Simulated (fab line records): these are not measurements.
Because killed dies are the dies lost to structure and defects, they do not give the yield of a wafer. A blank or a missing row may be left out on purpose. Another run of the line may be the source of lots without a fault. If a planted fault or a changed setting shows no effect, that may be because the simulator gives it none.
Matching of chambers :: flow gf180mcu :: GF_CONTACT_CMP_27 on cmp-01 has 4 sister chambers
The step polishes, stops on SiO2, t overpolish 15 s, target thk 0 nm. 8 wafers are shown with their chamber, then 7 later ones without.

## WAFERS PAIRED WITH THEIR CHAMBERS
wafer: L941.6
chamber: 0
motorCurrentA (A): 10.6
timeToEndpointS (s): 74

wafer: L943.3
chamber: 2
motorCurrentA (A): 11.9
timeToEndpointS (s): 76

wafer: L942.3
chamber: 2
motorCurrentA (A): 11.2
timeToEndpointS (s): 79

wafer: L959.2
chamber: 3
motorCurrentA (A): 11.8
timeToEndpointS (s): 76

wafer: L959.3
chamber: 1
motorCurrentA (A): 11.3
timeToEndpointS (s): 72

wafer: L959.6
chamber: 3
motorCurrentA (A): 11.8
timeToEndpointS (s): 76

wafer: L961.1
chamber: 0
motorCurrentA (A): 11.4
timeToEndpointS (s): 73

wafer: L961.3
chamber: 1
motorCurrentA (A): 11.1
timeToEndpointS (s): 71

## WAFERS WHOSE CHAMBER IS MISSING
wafer: L961.5
motorCurrentA (A): 11.5
timeToEndpointS (s): 74

wafer: L960.1
motorCurrentA (A): 11.8
timeToEndpointS (s): 80

wafer: L960.3
motorCurrentA (A): 11.8
timeToEndpointS (s): 73

wafer: L960.5
motorCurrentA (A): 11.1
timeToEndpointS (s): 76

wafer: L963.2
motorCurrentA (A): 11.3
timeToEndpointS (s): 75

wafer: L963.3
motorCurrentA (A): 11.9
timeToEndpointS (s): 76

wafer: L963.5
motorCurrentA (A): 10.6
timeToEndpointS (s): 68

## THE CHAMBER EACH PASSED THROUGH
wafer: L961.5
from the rows above: can't be placed: 0 or 3 or 1 or 2
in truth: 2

wafer: L960.1
from the rows above: can't be placed: 2 or 3
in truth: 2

wafer: L960.3
from the rows above: can't be placed: 1 or 0 or 3 or 2
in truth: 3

wafer: L960.5
from the rows above: can't be placed: 2 or 3 or 0
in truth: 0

wafer: L963.2
from the rows above: can't be placed: 0 or 3 or 2 or 1
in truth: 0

wafer: L963.3
from the rows above: can't be placed: 3 or 2
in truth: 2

wafer: L963.5
from the rows above: can't be placed: 1 or 0
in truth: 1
Correctly placed: 0 of 7. Not placeable from these rows: 7 (in 7, the candidates include the true chamber). 0 placed wrongly.
How it was worked out, from the rows above alone: a wafer's distance from a chamber is the root of the sum, over the readings, of the square of ((its reading less the chamber's mean) divided by the reading's scatter). If the next closest chamber is less than 2 further off than the closest, the wafer can't be placed; otherwise it belongs to the closest. For every chamber, the mean is computed from those of its wafers that are shown. The scatter is the square root of a quotient: the sum, over the shown wafers, of each reading's squared deviation from its chamber's mean, divided by wafers minus chambers.
